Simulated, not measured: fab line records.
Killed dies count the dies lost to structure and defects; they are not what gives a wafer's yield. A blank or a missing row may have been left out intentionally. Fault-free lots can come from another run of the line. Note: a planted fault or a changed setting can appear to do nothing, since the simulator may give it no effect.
Problem report, 8D (eight disciplines) form, completed by code | flow sky130 | the parts of the form that need people (team, actions taken, sign-off) are left out

## 1. PROBLEM STATEMENT
Across 3 wafers from 2 lots, VIA4_W_RS at SKY_VIA4_RS_MEAS_19 averages 0.1421 ohm/sq, while fault-free wafers read 0.2270 ohm/sq with a standard deviation of 0.0026. Relative to the usual mean, that is a shift of -33 standard deviations.
The step: measures by four-point-probe.
The first sign was on wafer L725.1 at day 45 01:16, on filmMetro-02. Wafers with a number at this step in the record: 30, from 10 lots. By rule, "out" or "out of limits" means more than 4 standard deviations away from the usual mean. Any other wafer with a number is counted as sound.

## 2. WHAT THIS IS AND IS NOT
question                    | is                         | is not
which readings at this step | VIA4_W_RS                  | -
which lots                  | L725, L731                 | L720, L723, L726, L737, L740, L741, L742, L743
which wafers of those lots  | L725.1, L725.5, L731.1     | L725.3, L731.2, L731.3
read on which gauges        | filmMetro-02, filmMetro-03 | filmMetro-04
when                        | from day 45 01:16          | up to then (10 sound wafers); but 17 sound wafers of L731, L737, L740, L741, L742, L743 came after

## 3. SUSPECTS, AND WHAT RULES EACH OUT
Counting: a tool at a process step up to the reading stays a suspect if it ran every lot that is out. Sound lots after the first of them don't rule it out here, since some wafers of a struck lot are sound.
- the gauge at SKY_VIA4_RS_MEAS_19: ruled out. Those wafers that are out were read across 2 gauges (filmMetro-02, filmMetro-03).
- cvdW-02 at SKY_VIA4_CVD_18 (deposits W, target thk 505 nm, time 152.14 s): kept. It processed each lot that is out (first: L725, day 45 01:07); up to then, its last sound lot is L726 (day 44 18:44).
- At SKY_VIA4_CVD_18 on cvdW-02, chamber 0 took the sound wafers of the same lots and chamber 1 took the wafers that are out.
Remaining after the count: cvdW-02 at SKY_VIA4_CVD_18.

## 4. THE CAUSE (what the simulator had put in)
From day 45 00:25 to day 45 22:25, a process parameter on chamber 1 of cvdW-02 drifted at SKY_VIA4_CVD_18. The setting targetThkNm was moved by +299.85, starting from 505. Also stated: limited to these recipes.
After counting, this tool was the only one left.

## 5. THE CHAIN OF EFFECTS, in route order
One row per reading whose mean, taken over the struck wafers that have a number, lies over 3 standard deviations from the usual. Readings are gone through only where the record gives a usual standard deviation; hours: the median, over the lots, of the time from a lot's start at the first step in this table giving one to that lot's start at this step; sigmas: the change measured in usual standard deviations.
hours | step                 | reading         | usual         | on struck wafers | change  | sigmas
0     | SKY_VIA4_RS_MEAS_19  | VIA4_W_RS       | 0.2270 ohm/sq | 0.1421           | -0.0849 | -33
0     | SKY_VIA4_THK_MEAS_20 | VIA4_W_THK      | 518 nm        | 840              | +322    | +46
0     | SKY_VIA4_CMP_21      | timeToEndpointS | 123 s         | 204              | +81     | +19
Its process steps:
- SKY_VIA4_CMP_21: polishes, stops on SiO2, t overpolish 25 s, target thk 0 nm.

## 6. WHAT WOULD HAVE CAUGHT IT SOONER
In this record the first reading out of limits at a measuring or inspecting step was taken at day 45 01:16, 1 hour after the fault began at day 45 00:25.
An alarm limit of 4 standard deviations would not have fired on the tool readings at SKY_VIA4_CVD_18 for which the record gives a usual standard deviation, since none of them was out on any struck wafer.
L731, from the lots that are out (2), started SKY_VIA4_CVD_18 on cvdW-02 later than day 45 01:16. A tool hold placed at that time would have kept it from harm.
